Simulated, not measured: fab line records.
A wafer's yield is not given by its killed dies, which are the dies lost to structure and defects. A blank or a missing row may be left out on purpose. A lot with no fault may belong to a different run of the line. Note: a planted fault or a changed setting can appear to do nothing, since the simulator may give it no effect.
Which of the tools did it? | flow sky130 | 42 wafers sampled from 14 lots at 1 step of a route of 708

WHAT THE GAUGES READ, wafer by wafer
SKY_METAL3_CD_MEAS_13: target cd 300 nm. Usual: cd_nm at 300.4 nm, with a standard deviation of 1.5.
lot  | measured     | on        | cd_nm (nm)        | flag
L216 | day 38 12:59 | cd_sem-01 | 299.9 299.3 299.8 |
L220 | day 40 18:58 | cd_sem-01 | 298.9 298.3 299.9 |
L219 | day 40 19:38 | cd_sem-01 | 299.8 298.9 300.5 |
L222 | day 41 00:35 | cd_sem-01 | 302.8 302.1 302.2 |
L224 | day 41 00:56 | cd_sem-02 | 300.7 300.3 298.9 |
L226 | day 42 08:53 | cd_sem-02 | 298.1 299.3 300.0 |
L228 | day 42 09:03 | cd_sem-01 | 301.3 301.8 303.1 |
L230 | day 42 18:57 | cd_sem-02 | 298.5 298.4 299.6 |
L232 | day 43 04:23 | cd_sem-01 | 298.6 300.4 299.6 |
L236 | day 44 01:19 | cd_sem-02 | 300.8 301.6 301.5 |
L235 | day 44 05:14 | cd_sem-02 | 301.0 301.8 302.4 |
L237 | day 44 06:47 | cd_sem-01 | 299.9 298.9 299.3 |
L238 | day 44 17:32 | cd_sem-01 | 300.9 301.5 300.9 |
L239 | day 44 18:49 | cd_sem-02 | 301.5 299.8 303.0 |

WHAT TOOL EACH LOT RAN ON (gives the tool, then ch and the chambers of the sampled wafers, and finally the start)
Before these readings, the record contains no process step.

WHAT THE TOOLS THEMSELVES READ (means of the sampled wafers that have a number; where no wafer has one, the mark that the record gives instead)
The record holds no such reading with a usual standard deviation.

THE ANSWER, worked out from the rows above alone
Rule: a lot counts as off when the mean over its wafers that have a number is more than 3 standard deviations away from the usual mean. Also off: a lot with no number at a reading for which 4 or more lots have one. The other lots that the step has rows for count as sound. First the gauges in route order, then the tools' own readings, where a lot's mean is used as printed above. At the first step where some lot is off, the reading lying furthest off is the one used; lots without a number count as furthest.
None of the lots is off at any reading shown; this tells nothing.

WHAT THE SIMULATOR HAD PUT IN
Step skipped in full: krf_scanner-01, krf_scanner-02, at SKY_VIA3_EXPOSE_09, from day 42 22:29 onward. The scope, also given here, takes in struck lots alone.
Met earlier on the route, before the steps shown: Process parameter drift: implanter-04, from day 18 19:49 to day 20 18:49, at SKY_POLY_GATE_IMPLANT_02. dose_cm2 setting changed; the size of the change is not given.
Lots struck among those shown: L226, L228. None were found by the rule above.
